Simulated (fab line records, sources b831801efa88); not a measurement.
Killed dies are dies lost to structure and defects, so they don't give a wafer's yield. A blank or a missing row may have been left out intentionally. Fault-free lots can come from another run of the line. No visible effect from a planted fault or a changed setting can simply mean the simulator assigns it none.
fab line records / flow sky130
record lots=5 wafers=15 lastDay=50
route steps=708 shown POLY_GATE@219
lots untouched by any fault: they come from a run of this same line in which no faults occurred
startH: hours from the record's first day to the start of the lot's first wafer shown / waitH: hours since the lot's step before / " same as the row above / L1.1+2: a single row standing in for several wafers / - value missing, or start not given / * or withheld: withheld / < > ~ a bound
route shown NAME@n: NAME is a module with steps in the file, n the number in the route of the first one / usual: mean/standard deviation of fault-free wafers / same: alike in all rows / chamber/n: place in a boat / sites: each site's reading / _std_site: standard deviation of those values / _edge_site: mean of outer sites minus mean of inner sites / radiusMm: how far each site lies from the wafer's centre / mask NAME#n: copy n / behind: the most recent tool/chamber to have shaped the wafer / hold: reason for holding the lot/hours on hold/outcome of the hold / device: the n, p or np transistor that did not switch / end of line: the tests these same wafers got at the end of their route / a step given without rows: its recipe and nothing more / killed: not the wafer's yield, but the dies lost to structure and defects at the first sort / map: dies across one wafer; x = killed, . = not, _ = none there
set.NAME: the run value of the setting; set.NAME@STEP: its run value at that earlier step / model.NAME: the simulator's own value behind a step, which no gauge read
lots at selected steps of the route; one table per step, one row per wafer
services: the hour from which a tool's chamber was out of use, counted from the record's first day as startH (under 0 if before that day), plus the number of hours and why
## steps
# step SKY_POLY_GATE_DEHYDRATE_05
# recipe tempC=200 timeS=60
# step SKY_POLY_GATE_HMDS_06
# recipe primeTimeS=60 primeTempC=120
# step SKY_POLY_GATE_COAT_07
# recipe resist=BARC tempC=withheld timeS=withheld spinRpm=3000 resistThkNm=110
# step SKY_POLY_GATE_COAT_08
# recipe resist=KrF-thick spinRpm=3000 resistThkNm=450
# step SKY_POLY_GATE_SOFTBAKE_09
# recipe tempC=100 timeS=90 resist=KrF-thick
# step SKY_POLY_GATE_EXPOSE_10
# recipe maskId=P1M na=0.68 sourceShape=conventional sigmaOuter=0.6 targetCdNm=150 doseMj=28
# step SKY_POLY_GATE_PEB_11
# recipe pebTempC=withheld pebTimeS=withheld resist=KrF-thick
# step SKY_POLY_GATE_DEVELOP_12
# recipe developTimeS=60 resist=KrF-thick devTempC=21
# step SKY_POLY_GATE_CD_MEAS_13
# recipe targetCdNm=150
# usual cdNm=150.2/1.4
lot.wafer=L276.1 tool=cdSem-01 chamber=- startH=469.46 waitH=- cdNm=152.6
lot.wafer=L276.5 tool=cdSem-01 chamber=- startH=469.46 waitH=- cdNm=150.0
lot.wafer=L276.6 tool=cdSem-01 chamber=- startH=469.46 waitH=- cdNm=151.1
lot.wafer=L278.1 tool=cdSem-02 chamber=- startH=486.71 waitH=- cdNm=149.3
lot.wafer=L278.4 tool=cdSem-02 chamber=- startH=486.71 waitH=- cdNm=149.0
lot.wafer=L278.6 tool=cdSem-02 chamber=- startH=486.71 waitH=- cdNm=150.9
lot.wafer=L280.1 tool=cdSem-01 chamber=- startH=495.34 waitH=- cdNm=150.5
lot.wafer=L280.3 tool=cdSem-01 chamber=- startH=495.34 waitH=- cdNm=150.1
lot.wafer=L280.4 tool=cdSem-01 chamber=- startH=495.34 waitH=- cdNm=150.9
lot.wafer=L281.1 tool=cdSem-01 chamber=- startH=515.66 waitH=- cdNm=149.3
lot.wafer=L281.3 tool=cdSem-01 chamber=- startH=515.66 waitH=- cdNm=152.2
lot.wafer=L281.4 tool=cdSem-01 chamber=- startH=515.66 waitH=- cdNm=150.4
lot.wafer=L288.1 tool=cdSem-01 chamber=- startH=577.31 waitH=- cdNm=149.4
lot.wafer=L288.4 tool=cdSem-01 chamber=- startH=577.31 waitH=- cdNm=151.1
lot.wafer=L288.6 tool=cdSem-01 chamber=- startH=577.31 waitH=- cdNm=151.2
# step SKY_POLY_GATE_OVL_MEAS_14
# usual POLY_GATE_OVL=1/5.1
lot.wafer=L276.1 tool=overlay-01 chamber=- startH=469.58 waitH=0.1 POLY_GATE_OVL[nm]=8
lot.wafer=L276.5 tool=overlay-01 chamber=- startH=469.58 waitH=0.1 POLY_GATE_OVL[nm]=14
lot.wafer=L276.6 tool=overlay-01 chamber=- startH=469.58 waitH=0.1 POLY_GATE_OVL[nm]=6
lot.wafer=L278.1 tool=overlay-02 chamber=- startH=486.83 waitH=0.1 POLY_GATE_OVL[nm]=10
lot.wafer=L278.4 tool=overlay-02 chamber=- startH=486.83 waitH=0.1 POLY_GATE_OVL[nm]=13
lot.wafer=L278.6 tool=overlay-02 chamber=- startH=486.83 waitH=0.1 POLY_GATE_OVL[nm]=12
lot.wafer=L280.1 tool=overlay-01 chamber=- startH=495.46 waitH=0.1 POLY_GATE_OVL[nm]=-3
lot.wafer=L280.3 tool=overlay-01 chamber=- startH=495.46 waitH=0.1 POLY_GATE_OVL[nm]=1
lot.wafer=L280.4 tool=overlay-01 chamber=- startH=495.46 waitH=0.1 POLY_GATE_OVL[nm]=1
lot.wafer=L281.1 tool=overlay-01 chamber=- startH=515.78 waitH=0.1 POLY_GATE_OVL[nm]=0
lot.wafer=L281.3 tool=overlay-01 chamber=- startH=515.78 waitH=0.1 POLY_GATE_OVL[nm]=2
lot.wafer=L281.4 tool=overlay-01 chamber=- startH=515.78 waitH=0.1 POLY_GATE_OVL[nm]=4
lot.wafer=L288.1 tool=overlay-02 chamber=- startH=577.43 waitH=0.1 POLY_GATE_OVL[nm]=-2
lot.wafer=L288.4 tool=overlay-02 chamber=- startH=577.43 waitH=0.1 POLY_GATE_OVL[nm]=-8
lot.wafer=L288.6 tool=overlay-02 chamber=- startH=577.43 waitH=0.1 POLY_GATE_OVL[nm]=-5
# step SKY_POLY_GATE_ETCH_15
# recipe chemistry=N2/H2 target=BARC ionEnergyEv=200 sourceW=500 biasW=100 pressureMtorr=30 n2FlowSccm=100 h2FlowSccm=200 stopOn=SiO2 timeS=118.5 targetDepthA=1100
# usual drypumpMotorCurrentA=5.5/0.41 oesProductAu=0.717/0.0048 rfFwdPowerW=497.4/1.7 throttleValvePct=13.213/0.0088
lot.wafer=L276.1 tool=rieDiel-03 chamber=0 startH=469.62 waitH=0.0 drypumpMotorCurrentA=6.2 oesProductAu=0.720 rfFwdPowerW=498.8 rfHoursCounterH=37 throttleValvePct=13.223
lot.wafer=L276.5 tool=rieDiel-03 chamber=1 startH=469.62 waitH=0.0 drypumpMotorCurrentA=5.6 oesProductAu=0.722 rfFwdPowerW=499.3 rfHoursCounterH=- throttleValvePct=13.211
lot.wafer=L276.6 tool=rieDiel-03 chamber=2 startH=469.62 waitH=0.0 drypumpMotorCurrentA=6.0 oesProductAu=0.712 rfFwdPowerW=501.7 rfHoursCounterH=- throttleValvePct=13.205
lot.wafer=L278.1 tool=rieDiel-04 chamber=3 startH=486.87 waitH=0.0 drypumpMotorCurrentA=5.3 oesProductAu=0.708 rfFwdPowerW=494.7 rfHoursCounterH=1 throttleValvePct=13.201
lot.wafer=L278.4 tool=rieDiel-04 chamber=2 startH=486.87 waitH=0.0 drypumpMotorCurrentA=5.1 oesProductAu=0.709 rfFwdPowerW=499.2 rfHoursCounterH=12 throttleValvePct=13.210
lot.wafer=L278.6 tool=rieDiel-04 chamber=3 startH=486.87 waitH=0.0 drypumpMotorCurrentA=5.3 oesProductAu=0.713 rfFwdPowerW=494.3 rfHoursCounterH=- throttleValvePct=13.209
lot.wafer=L280.1 tool=rieDiel-01 chamber=1 startH=495.50 waitH=0.0 drypumpMotorCurrentA=5.7 oesProductAu=0.717 rfFwdPowerW=497.0 rfHoursCounterH=6 throttleValvePct=13.197
lot.wafer=L280.3 tool=rieDiel-01 chamber=0 startH=495.50 waitH=0.0 drypumpMotorCurrentA=6.2 oesProductAu=0.720 rfFwdPowerW=497.2 rfHoursCounterH=51 throttleValvePct=13.214
lot.wafer=L280.4 tool=rieDiel-01 chamber=2 startH=495.50 waitH=0.0 drypumpMotorCurrentA=5.4 oesProductAu=0.719 rfFwdPowerW=500.3 rfHoursCounterH=5 throttleValvePct=13.212
lot.wafer=L281.1 tool=rieDiel-04 chamber=0 startH=515.82 waitH=0.0 drypumpMotorCurrentA=6.0 oesProductAu=0.713 rfFwdPowerW=496.2 rfHoursCounterH=19 throttleValvePct=13.213
lot.wafer=L281.3 tool=rieDiel-04 chamber=3 startH=515.82 waitH=0.0 drypumpMotorCurrentA=5.3 oesProductAu=0.718 rfFwdPowerW=496.1 rfHoursCounterH=2 throttleValvePct=13.215
lot.wafer=L281.4 tool=rieDiel-04 chamber=1 startH=515.82 waitH=0.0 drypumpMotorCurrentA=4.9 oesProductAu=0.719 rfFwdPowerW=496.2 rfHoursCounterH=5 throttleValvePct=13.222
lot.wafer=L288.1 tool=rieDiel-04 chamber=1 startH=577.47 waitH=0.0 drypumpMotorCurrentA=4.9 oesProductAu=0.722 rfFwdPowerW=497.5 rfHoursCounterH=6 throttleValvePct=13.212
lot.wafer=L288.4 tool=rieDiel-04 chamber=2 startH=577.47 waitH=0.0 drypumpMotorCurrentA=5.2 oesProductAu=0.718 rfFwdPowerW=495.7 rfHoursCounterH=14 throttleValvePct=13.221
lot.wafer=L288.6 tool=rieDiel-04 chamber=2 startH=577.47 waitH=0.0 drypumpMotorCurrentA=5.2 oesProductAu=0.719 rfFwdPowerW=497.1 rfHoursCounterH=- throttleValvePct=13.212
# step SKY_POLY_GATE_ETCH_16
# recipe stopOn=poly-Si chemistry=CH3F/O2 target=Si3N4 sourceW=400 biasW=80 pressureMtorr=25 ch3fFlowSccm=40 O2_flow_sccm=30 timeS=147.5 targetDepthA=750
# usual drypumpMotorCurrentA=5.5/0.41 oesProductAu=0.641/0.0054 rfFwdPowerW=398.4/1.2 throttleValvePct=10.535/0.0097
lot.wafer=L276.1 tool=rieDiel-03 chamber=0 startH=469.70 waitH=0.0 drypumpMotorCurrentA=6.2 oesProductAu=0.639 rfFwdPowerW=399.0 rfHoursCounterH=37 throttleValvePct=10.532
lot.wafer=L276.5 tool=rieDiel-03 chamber=1 startH=469.70 waitH=0.0 drypumpMotorCurrentA=5.6 oesProductAu=0.646 rfFwdPowerW=396.2 rfHoursCounterH=- throttleValvePct=10.528
lot.wafer=L276.6 tool=rieDiel-03 chamber=2 startH=469.70 waitH=0.0 drypumpMotorCurrentA=6.0 oesProductAu=0.637 rfFwdPowerW=396.7 rfHoursCounterH=- throttleValvePct=10.533
lot.wafer=L278.1 tool=rieDiel-04 chamber=3 startH=486.95 waitH=0.0 drypumpMotorCurrentA=5.3 oesProductAu=0.638 rfFwdPowerW=399.1 rfHoursCounterH=1 throttleValvePct=10.545
lot.wafer=L278.4 tool=rieDiel-04 chamber=2 startH=486.95 waitH=0.0 drypumpMotorCurrentA=5.2 oesProductAu=0.627 rfFwdPowerW=399.7 rfHoursCounterH=12 throttleValvePct=10.534
lot.wafer=L278.6 tool=rieDiel-04 chamber=3 startH=486.95 waitH=0.0 drypumpMotorCurrentA=5.3 oesProductAu=0.632 rfFwdPowerW=398.3 rfHoursCounterH=- throttleValvePct=10.534
lot.wafer=L280.1 tool=rieDiel-01 chamber=1 startH=495.58 waitH=0.0 drypumpMotorCurrentA=5.7 oesProductAu=0.639 rfFwdPowerW=398.6 rfHoursCounterH=6 throttleValvePct=10.538
lot.wafer=L280.3 tool=rieDiel-01 chamber=0 startH=495.58 waitH=0.0 drypumpMotorCurrentA=6.2 oesProductAu=0.635 rfFwdPowerW=399.9 rfHoursCounterH=51 throttleValvePct=10.515
lot.wafer=L280.4 tool=rieDiel-01 chamber=2 startH=495.58 waitH=0.0 drypumpMotorCurrentA=5.4 oesProductAu=0.643 rfFwdPowerW=397.3 rfHoursCounterH=5 throttleValvePct=10.534
lot.wafer=L281.1 tool=rieDiel-04 chamber=0 startH=515.90 waitH=0.0 drypumpMotorCurrentA=5.9 oesProductAu=0.648 rfFwdPowerW=397.1 rfHoursCounterH=19 throttleValvePct=10.535
lot.wafer=L281.3 tool=rieDiel-04 chamber=3 startH=515.90 waitH=0.0 drypumpMotorCurrentA=5.3 oesProductAu=0.652 rfFwdPowerW=400.2 rfHoursCounterH=2 throttleValvePct=10.536
lot.wafer=L281.4 tool=rieDiel-04 chamber=1 startH=515.90 waitH=0.0 drypumpMotorCurrentA=4.9 oesProductAu=0.638 rfFwdPowerW=399.5 rfHoursCounterH=5 throttleValvePct=10.549
lot.wafer=L288.1 tool=rieDiel-04 chamber=1 startH=577.55 waitH=0.0 drypumpMotorCurrentA=4.9 oesProductAu=0.646 rfFwdPowerW=400.4 rfHoursCounterH=6 throttleValvePct=10.525
lot.wafer=L288.4 tool=rieDiel-04 chamber=2 startH=577.55 waitH=0.0 drypumpMotorCurrentA=5.1 oesProductAu=0.639 rfFwdPowerW=400.9 rfHoursCounterH=14 throttleValvePct=10.540
lot.wafer=L288.6 tool=rieDiel-04 chamber=2 startH=577.55 waitH=0.0 drypumpMotorCurrentA=5.1 oesProductAu=0.636 rfFwdPowerW=400.9 rfHoursCounterH=- throttleValvePct=10.524
# step SKY_POLY_GATE_ETCH_17
# recipe targetDepthNm=180 stopOn=SiO2 overEtchFrac=0.56667 chemistry=HBr/Cl2 target=poly-Si icpW=400 biasW=100 pressureMtorr=10 HBr_flow_sccm=150 Cl2_flow_sccm=50 timeS=70.5
# usual drypumpMotorCurrentA=5.7/0.49 oesProductAu=0.986/0.0082 rfFwdPowerW=397.1/1.2 throttleValvePct=33.684/0.0078
lot.wafer=L276.1 tool=rieSi-02 chamber=3 startH=469.80 waitH=0.0 drypumpMotorCurrentA=5.3 oesProductAu=0.982 rfFwdPowerW=397.7 rfHoursCounterH=13 throttleValvePct=33.690 model.POLY_GATE.featureDepthNm=175.8 model.etch.depthNm=175.8 model.KrF-thick_of_POLY_GATE_COAT_08.thkNm=143.1
lot.wafer=L276.5 tool=rieSi-02 chamber=0 startH=469.80 waitH=0.0 drypumpMotorCurrentA=5.6 oesProductAu=0.985 rfFwdPowerW=399.2 rfHoursCounterH=- throttleValvePct=33.690 model.POLY_GATE.featureDepthNm=177.9 model.etch.depthNm=177.9 model.KrF-thick_of_POLY_GATE_COAT_08.thkNm=138.7
lot.wafer=L276.6 tool=rieSi-02 chamber=3 startH=469.80 waitH=0.0 drypumpMotorCurrentA=5.3 oesProductAu=0.975 rfFwdPowerW=400.4 rfHoursCounterH=- throttleValvePct=33.686 model.POLY_GATE.featureDepthNm=176.4 model.etch.depthNm=176.4 model.KrF-thick_of_POLY_GATE_COAT_08.thkNm=138.8
lot.wafer=L278.1 tool=rieSi-02 chamber=2 startH=487.05 waitH=0.0 drypumpMotorCurrentA=6.0 oesProductAu=0.995 rfFwdPowerW=398.1 rfHoursCounterH=53 throttleValvePct=33.682 model.POLY_GATE.featureDepthNm=178.4 model.etch.depthNm=178.4 model.KrF-thick_of_POLY_GATE_COAT_08.thkNm=135.3
lot.wafer=L278.4 tool=rieSi-02 chamber=3 startH=487.05 waitH=0.0 drypumpMotorCurrentA=5.2 oesProductAu=0.979 rfFwdPowerW=398.1 rfHoursCounterH=13 throttleValvePct=33.682 model.POLY_GATE.featureDepthNm=174 model.etch.depthNm=174 model.KrF-thick_of_POLY_GATE_COAT_08.thkNm=141
lot.wafer=L278.6 tool=rieSi-02 chamber=3 startH=487.05 waitH=0.0 drypumpMotorCurrentA=5.3 oesProductAu=0.983 rfFwdPowerW=398.6 rfHoursCounterH=- throttleValvePct=33.685 model.POLY_GATE.featureDepthNm=176.8 model.etch.depthNm=176.8 model.KrF-thick_of_POLY_GATE_COAT_08.thkNm=137.1
lot.wafer=L280.1 tool=rieSi-02 chamber=1 startH=495.68 waitH=0.0 drypumpMotorCurrentA=5.5 oesProductAu=0.977 rfFwdPowerW=396.5 rfHoursCounterH=35 throttleValvePct=33.689 model.POLY_GATE.featureDepthNm=177.2 model.etch.depthNm=177.2 model.KrF-thick_of_POLY_GATE_COAT_08.thkNm=149.9
lot.wafer=L280.3 tool=rieSi-02 chamber=0 startH=495.68 waitH=0.0 drypumpMotorCurrentA=5.7 oesProductAu=0.972 rfFwdPowerW=396.6 rfHoursCounterH=2 throttleValvePct=33.692 model.POLY_GATE.featureDepthNm=175.3 model.etch.depthNm=175.3 model.KrF-thick_of_POLY_GATE_COAT_08.thkNm=144.7
lot.wafer=L280.4 tool=rieSi-02 chamber=3 startH=495.68 waitH=0.0 drypumpMotorCurrentA=5.3 oesProductAu=0.691 rfFwdPowerW=398.7 rfHoursCounterH=13 throttleValvePct=33.695 model.POLY_GATE.featureDepthNm=104.1 model.etch.depthNm=104.1 model.KrF-thick_of_POLY_GATE_COAT_08.thkNm=179.1
lot.wafer=L281.1 tool=rieSi-01 chamber=0 startH=516.00 waitH=0.0 drypumpMotorCurrentA=6.3 oesProductAu=0.979 rfFwdPowerW=396.4 rfHoursCounterH=24 throttleValvePct=33.679 model.POLY_GATE.featureDepthNm=178.5 model.etch.depthNm=178.5 model.KrF-thick_of_POLY_GATE_COAT_08.thkNm=139.6
lot.wafer=L281.3 tool=rieSi-01 chamber=3 startH=516.00 waitH=0.0 drypumpMotorCurrentA=5.4 oesProductAu=0.994 rfFwdPowerW=397.5 rfHoursCounterH=3 throttleValvePct=33.675 model.POLY_GATE.featureDepthNm=179.4 model.etch.depthNm=179.4 model.KrF-thick_of_POLY_GATE_COAT_08.thkNm=141.5
lot.wafer=L281.4 tool=rieSi-01 chamber=2 startH=516.00 waitH=0.0 drypumpMotorCurrentA=5.1 oesProductAu=0.980 rfFwdPowerW=398.6 rfHoursCounterH=43 throttleValvePct=33.679 model.POLY_GATE.featureDepthNm=179.5 model.etch.depthNm=179.5 model.KrF-thick_of_POLY_GATE_COAT_08.thkNm=139.5
lot.wafer=L288.1 tool=rieSi-01 chamber=0 startH=577.65 waitH=0.0 drypumpMotorCurrentA=6.3 oesProductAu=0.994 rfFwdPowerW=397.7 rfHoursCounterH=24 throttleValvePct=33.686 model.POLY_GATE.featureDepthNm=180 model.etch.depthNm=180 model.KrF-thick_of_POLY_GATE_COAT_08.thkNm=141.2
lot.wafer=L288.4 tool=rieSi-01 chamber=1 startH=577.65 waitH=0.0 drypumpMotorCurrentA=6.6 oesProductAu=0.990 rfFwdPowerW=397.4 rfHoursCounterH=14 throttleValvePct=33.682 model.POLY_GATE.featureDepthNm=179.6 model.etch.depthNm=179.6 model.KrF-thick_of_POLY_GATE_COAT_08.thkNm=145.4
lot.wafer=L288.6 tool=rieSi-01 chamber=2 startH=577.65 waitH=0.0 drypumpMotorCurrentA=5.1 oesProductAu=1.000 rfFwdPowerW=398.5 rfHoursCounterH=- throttleValvePct=33.684 model.POLY_GATE.featureDepthNm=180.5 model.etch.depthNm=180.5 model.KrF-thick_of_POLY_GATE_COAT_08.thkNm=140.7
# step SKY_POLY_GATE_STRIP_18
# recipe chemistry=O2/N2 powerW=1400 pressureMtorr=1500 platenTempC=withheld o2FlowSccm=3000 n2FlowSccm=300 overashFraction=0.5
# usual drypumpMotorCurrentA=5.4/0.72 oesProductAu=0.361/0.0046 stripTimeToEndpointS=3.18/0.04
lot.wafer=L276.1 tool=plasmaAsher-04 chamber=1 startH=469.85 waitH=0.0 drypumpMotorCurrentA=4.7 oesProductAu=0.368 rfHoursCounterH=34 stripTimeToEndpointS=3.20
lot.wafer=L276.5 tool=plasmaAsher-04 chamber=1 startH=469.85 waitH=0.0 drypumpMotorCurrentA=4.7 oesProductAu=0.363 rfHoursCounterH=- stripTimeToEndpointS=3.14
lot.wafer=L276.6 tool=plasmaAsher-04 chamber=0 startH=469.85 waitH=0.0 drypumpMotorCurrentA=6.3 oesProductAu=0.352 rfHoursCounterH=- stripTimeToEndpointS=3.16
lot.wafer=L278.1 tool=plasmaAsher-01 chamber=1 startH=487.10 waitH=0.0 drypumpMotorCurrentA=6.7 oesProductAu=0.360 rfHoursCounterH=6 stripTimeToEndpointS=3.11
lot.wafer=L278.4 tool=plasmaAsher-01 chamber=1 startH=487.10 waitH=0.0 drypumpMotorCurrentA=6.7 oesProductAu=0.367 rfHoursCounterH=- stripTimeToEndpointS=3.18
lot.wafer=L278.6 tool=plasmaAsher-01 chamber=0 startH=487.10 waitH=0.0 drypumpMotorCurrentA=5.9 oesProductAu=0.361 rfHoursCounterH=- stripTimeToEndpointS=3.14
lot.wafer=L280.1 tool=plasmaAsher-02 chamber=0 startH=495.73 waitH=0.0 drypumpMotorCurrentA=4.8 oesProductAu=0.364 rfHoursCounterH=70 stripTimeToEndpointS=3.28
lot.wafer=L280.3 tool=plasmaAsher-02 chamber=0 startH=495.73 waitH=0.0 drypumpMotorCurrentA=4.8 oesProductAu=0.367 rfHoursCounterH=- stripTimeToEndpointS=3.22
lot.wafer=L280.4 tool=plasmaAsher-02 chamber=1 startH=495.73 waitH=0.0 drypumpMotorCurrentA=5.0 oesProductAu=0.373 rfHoursCounterH=- stripTimeToEndpointS=3.60
lot.wafer=L281.1 tool=plasmaAsher-01 chamber=1 startH=516.05 waitH=0.0 drypumpMotorCurrentA=6.7 oesProductAu=0.359 rfHoursCounterH=9 stripTimeToEndpointS=3.17
lot.wafer=L281.3 tool=plasmaAsher-01 chamber=1 startH=516.05 waitH=0.0 drypumpMotorCurrentA=6.7 oesProductAu=0.365 rfHoursCounterH=- stripTimeToEndpointS=3.19
lot.wafer=L281.4 tool=plasmaAsher-01 chamber=0 startH=516.05 waitH=0.0 drypumpMotorCurrentA=5.9 oesProductAu=0.357 rfHoursCounterH=- stripTimeToEndpointS=3.17
lot.wafer=L288.1 tool=plasmaAsher-04 chamber=1 startH=577.70 waitH=0.0 drypumpMotorCurrentA=4.7 oesProductAu=0.364 rfHoursCounterH=44 stripTimeToEndpointS=3.20
lot.wafer=L288.4 tool=plasmaAsher-04 chamber=0 startH=577.70 waitH=0.0 drypumpMotorCurrentA=6.3 oesProductAu=0.362 rfHoursCounterH=- stripTimeToEndpointS=3.24
lot.wafer=L288.6 tool=plasmaAsher-04 chamber=1 startH=577.70 waitH=0.0 drypumpMotorCurrentA=4.8 oesProductAu=0.369 rfHoursCounterH=- stripTimeToEndpointS=3.19
# step SKY_POLY_GATE_CLEAN_19
# recipe chemistry=SC1/SC2 mix=1:4:20 tempC=70 timeS=150 dry=n2Spin
## services
tool=rieDiel-03 chamber=1 startH=445.69 hours=9.5 kind=repair
tool=rieSi-01 chamber=3 startH=464.91 hours=31.5 kind=repair
tool=rieSi-01 chamber=0 startH=474.00 hours=34.1 kind=repair
tool=plasmaAsher-04 chamber=- startH=479.68 hours=7.1 kind=repair
tool=rieDiel-03 chamber=1 startH=484.24 hours=2.5 kind=repair
tool=rieDiel-04 chamber=- startH=485.44 hours=0.7 kind=repair
tool=rieDiel-04 chamber=1 startH=489.31 hours=9.3 kind=repair
tool=rieDiel-01 chamber=3 startH=507.33 hours=7.3 kind=repair
tool=rieSi-02 chamber=2 startH=507.94 hours=- kind=clean
tool=rieSi-02 chamber=2 startH=507.94 hours=14.6 kind=scheduledDown
tool=rieSi-02 chamber=2 startH=507.94 hours=14.6 kind=ventCycle
tool=rieDiel-04 chamber=- startH=511.24 hours=4.3 kind=pm
tool=rieSi-02 chamber=- startH=516.28 hours=2.8 kind=pm
tool=plasmaAsher-02 chamber=- startH=517.88 hours=1.7 kind=repair
tool=rieDiel-04 chamber=- startH=523.70 hours=1.0 kind=repair
tool=rieDiel-04 chamber=0 startH=528.08 hours=8.5 kind=repair
tool=rieDiel-01 chamber=2 startH=549.72 hours=6.1 kind=repair
tool=rieSi-01 chamber=2 startH=552.51 hours=- kind=clean
tool=rieSi-01 chamber=2 startH=552.51 hours=22.2 kind=scheduledDown
tool=rieSi-01 chamber=2 startH=552.51 hours=22.2 kind=ventCycle
tool=rieDiel-04 chamber=- startH=563.93 hours=0.4 kind=repair
tool=plasmaAsher-04 chamber=- startH=565.34 hours=2.8 kind=pm
tool=rieDiel-04 chamber=0 startH=570.73 hours=5.7 kind=repair
## key
firstSign step=SKY_POLY_GATE_ETCH_17 reading=oesProductAu direction=down sigmas=36 usual=0.986 struck=0.691
effect step=SKY_POLY_GATE_STRIP_18 reading=stripTimeToEndpointS direction=up sigmas=10 usual=* struck=*
modelEffect step=SKY_POLY_GATE_ETCH_17 value=POLY_GATE.featureDepthNm without=176.3 struck=104.1
metAt SKY_POLY_GATE_ETCH_17
struckWafers L280.4
laterRowsLeftOut L280.4
sortLeftOut L280.4
testerLeftOut L280
onsetBetween 487.05 495.68
fault kind=processParameterDrift tool=rieSi-02 chamber=3 onsetH=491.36 steps=SKY_POLY_GATE_ETCH_17 channel=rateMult offset=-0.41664 shape=step endH=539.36
# testerLeftOut: of these lots the tester's yield and bins aren't shown, on N5 and GAA mostly nor the transistor test; their killed dies are dies lost to structure and defects alone, not to doping, threshold or leakage, so they don't give the yield
# sortLeftOut: the simulated sort isn't trusted on such a fault, so these wafers' sort isn't shown, and their yield isn't known
# laterRowsLeftOut: the simulator's readings of these wafers behind a module that went badly wrong aren't trusted and aren't shown, but for the sort
